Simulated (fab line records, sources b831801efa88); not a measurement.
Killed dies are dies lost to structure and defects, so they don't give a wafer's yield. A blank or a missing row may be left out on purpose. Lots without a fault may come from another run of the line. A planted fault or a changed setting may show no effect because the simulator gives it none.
Which tool did it? | flow gf180mcu | 15 lots, 45 wafers sampled, at 4 steps of a route of 602

WHAT THE GAUGES READ, wafer by wafer
GF_V3_THK_MEAS_25: measures by xrf. Usual: V3_W_THK 352 nm, standard deviation 4.8.
lot  | measured     | on            | V3_W_THK (nm) | flag
L588 | day 22 09:08 | film_metro-02 | 351 345 347   |
L590 | day 23 07:49 | film_metro-04 | 355 355 350   |
L591 | day 23 10:42 | film_metro-02 | 350 350 351   |
L592 | day 24 01:01 | film_metro-04 | 363 361 360   |
L593 | day 24 02:50 | film_metro-02 | 354 349 352   |
L594 | day 24 14:47 | film_metro-02 | 353 354 352   |
L595 | day 25 03:25 | film_metro-04 | 354 346 359   |
L602 | day 27 11:20 | film_metro-02 | 347 346 348   |
L603 | day 27 21:15 | film_metro-02 | 354 356 351   |
L604 | day 28 01:49 | film_metro-04 | 354 357 352   |
L606 | day 28 17:18 | film_metro-04 | 353 356 355   |
L607 | day 28 20:14 | film_metro-02 | 354 351 350   |
L608 | day 29 00:52 | film_metro-03 | 354 355 351   |
L609 | day 29 04:52 | film_metro-02 | 353 354 349   |
L611 | day 29 20:48 | film_metro-03 | 356 359 355   |

GF_V4_OVL_MEAS_15. Usual: V4_OVL -1 nm, standard deviation 5.6.
lot  | measured     | on         | V4_OVL (nm) | flag
L588 | day 24 08:52 | overlay-02 | 11 -2 -3    |
L590 | day 25 06:58 | overlay-01 | -6 0 -7     |
L591 | day 25 09:19 | overlay-01 | -11 -6 -5   |
L592 | day 25 21:57 | overlay-01 | -2 -1 -5    |
L593 | day 26 00:01 | overlay-01 | 8 2 3       |
L594 | day 26 11:29 | overlay-02 | -4 -6 -4    |
L595 | day 26 23:58 | overlay-02 | -3 -3 -7    |
L602 | day 29 05:01 | overlay-02 | 3 0 -8      |
L603 | day 29 12:44 | overlay-02 | -3 -6 -6    |
L604 | day 29 18:53 | overlay-01 | 0 2 0       |
L606 | day 30 08:31 | overlay-01 | 7 1 10      |
L607 | day 30 12:04 | overlay-01 | -1 -1 -7    |
L608 | day 30 16:40 | overlay-02 | 3 -6 -6     |
L609 | day 30 21:01 | overlay-01 | -4 1 -2     |
L611 | day 31 12:08 | overlay-02 | 5 1 10      |

WHICH TOOL RAN EACH LOT (tool, then ch and the chambers of the sampled wafers, then the start)
lot  | GF_HV_LDD_IMPLANT_33            | GF_V3_ETCH_17
L588 | implanter-01 ch 0, day 11 12:43 | rie_diel-02 ch 0,2, day 22 09:08 or earlier
L590 | implanter-04 ch 0, day 12 05:40 | rie_diel-03 ch 0,2,3, day 23 07:49 or earlier
L591 | implanter-01 ch 0, day 12 11:34 | rie_diel-04 ch 0,3, day 23 10:42 or earlier
L592 | implanter-01 ch 0, day 12 19:53 | rie_diel-03 ch 0,3, day 24 01:01 or earlier
L593 | implanter-01 ch 0, day 12 23:40 | rie_diel-03 ch 0,2,3, day 24 02:50 or earlier
L594 | implanter-04 ch 0, day 13 12:22 | rie_diel-03 ch 0,2,3, day 24 14:47 or earlier
L595 | implanter-01 ch 0, day 13 19:49 | rie_diel-04 ch 0,2, day 25 03:25 or earlier
L602 | implanter-02 ch 0, day 16 08:13 | rie_diel-02 ch 0,3, day 27 11:20 or earlier
L603 | implanter-01 ch 0, day 16 14:43 | rie_diel-03 ch 0,2,3, day 27 21:15 or earlier
L604 | implanter-01 ch 0, day 17 01:23 | rie_diel-02 ch 0,1, day 28 01:49 or earlier
L606 | implanter-04 ch 0, day 17 15:23 | rie_diel-02 ch 1,2, day 28 17:18 or earlier
L607 | implanter-01 ch 0, day 17 22:46 | rie_diel-03 ch 0,1,2, day 28 20:14 or earlier
L608 | implanter-04 ch 0, day 18 03:37 | rie_diel-02 ch 0,1,2, day 29 00:52 or earlier
L609 | implanter-01 ch 0, day 18 09:20 | rie_diel-02 ch 0,1,2, day 29 04:52 or earlier
L611 | implanter-04 ch 0, day 19 04:24 | rie_diel-04 ch 0,1, day 29 20:48 or earlier
- GF_HV_LDD_IMPLANT_33
- GF_V3_ETCH_17: etches SiO2 in C4F8/O2/Ar, stops on TiN, target depth 635 nm.

WHAT THE TOOLS THEMSELVES READ (means of the sampled wafers that have a number; where no wafer has one, the mark that the record gives instead)
GF_HV_LDD_IMPLANT_33. Usual: dose_ions_cm2 7.499e+12, standard deviation 8e+09; faraday_current_uA 42.3, standard deviation 0.83.
lot  | tool         | dose_ions_cm2 | faraday_current_uA | flag
L588 | implanter-01 | 7.505e+12     | 42.0               |
L590 | implanter-04 | 7.496e+12     | 41.7               |
L591 | implanter-01 | 7.502e+12     | 42.7               |
L592 | implanter-01 | 8.170e+12     | 46.0               | OFF
L593 | implanter-01 | 8.174e+12     | 46.7               | OFF
L594 | implanter-04 | 7.495e+12     | 42.1               |
L595 | implanter-01 | 8.160e+12     | 46.0               | OFF
L602 | implanter-02 | 7.486e+12     | 43.9               |
L603 | implanter-01 | 7.499e+12     | 42.3               |
L604 | implanter-01 | 7.493e+12     | 42.4               |
L606 | implanter-04 | 7.500e+12     | 41.4               |
L607 | implanter-01 | 7.489e+12     | 41.2               |
L608 | implanter-04 | 7.497e+12     | 43.1               |
L609 | implanter-01 | 7.498e+12     | 42.0               |
L611 | implanter-04 | 7.495e+12     | 42.4               |

GF_V3_ETCH_17. Usual: oes_product_au 0.856 a.u., standard deviation 0.005.
lot  | tool        | oes_product_au (a.u.) | flag
L588 | rie_diel-02 | 0.860                 |
L590 | rie_diel-03 | 0.854                 |
L591 | rie_diel-04 | 0.857                 |
L592 | rie_diel-03 | 0.853                 |
L593 | rie_diel-03 | 0.857                 |
L594 | rie_diel-03 | 0.855                 |
L595 | rie_diel-04 | 0.857                 |
L602 | rie_diel-02 | 0.855                 |
L603 | rie_diel-03 | 0.856                 |
L604 | rie_diel-02 | 0.854                 |
L606 | rie_diel-02 | 0.855                 |
L607 | rie_diel-03 | 0.853                 |
L608 | rie_diel-02 | 0.859                 |
L609 | rie_diel-02 | 0.865                 |
L611 | rie_diel-04 | 0.856                 |

THE ANSWER, worked out from the rows above alone
Rule: a lot is off if the mean of its wafers that have a number lies more than 3 standard deviations from the usual mean. A lot without any number at a reading at which 4 lots or more have one is off too. The other lots that the step has rows for count as sound. The gauges are gone through in route order, then the tools' own readings, and for those a lot's mean is taken as printed above. The first step at which some lot is off is used, and at that step the reading that is off furthest; a lot without a number counts as furthest.
Off: L592, L593, L595, at GF_HV_LDD_IMPLANT_33 (dose_ions_cm2).
A tool fits if, at that step or a process step before it, it ran every lot that is off, and no sound lot after the first of them. None of those tried fits.

WHAT THE SIMULATOR HAD PUT IN
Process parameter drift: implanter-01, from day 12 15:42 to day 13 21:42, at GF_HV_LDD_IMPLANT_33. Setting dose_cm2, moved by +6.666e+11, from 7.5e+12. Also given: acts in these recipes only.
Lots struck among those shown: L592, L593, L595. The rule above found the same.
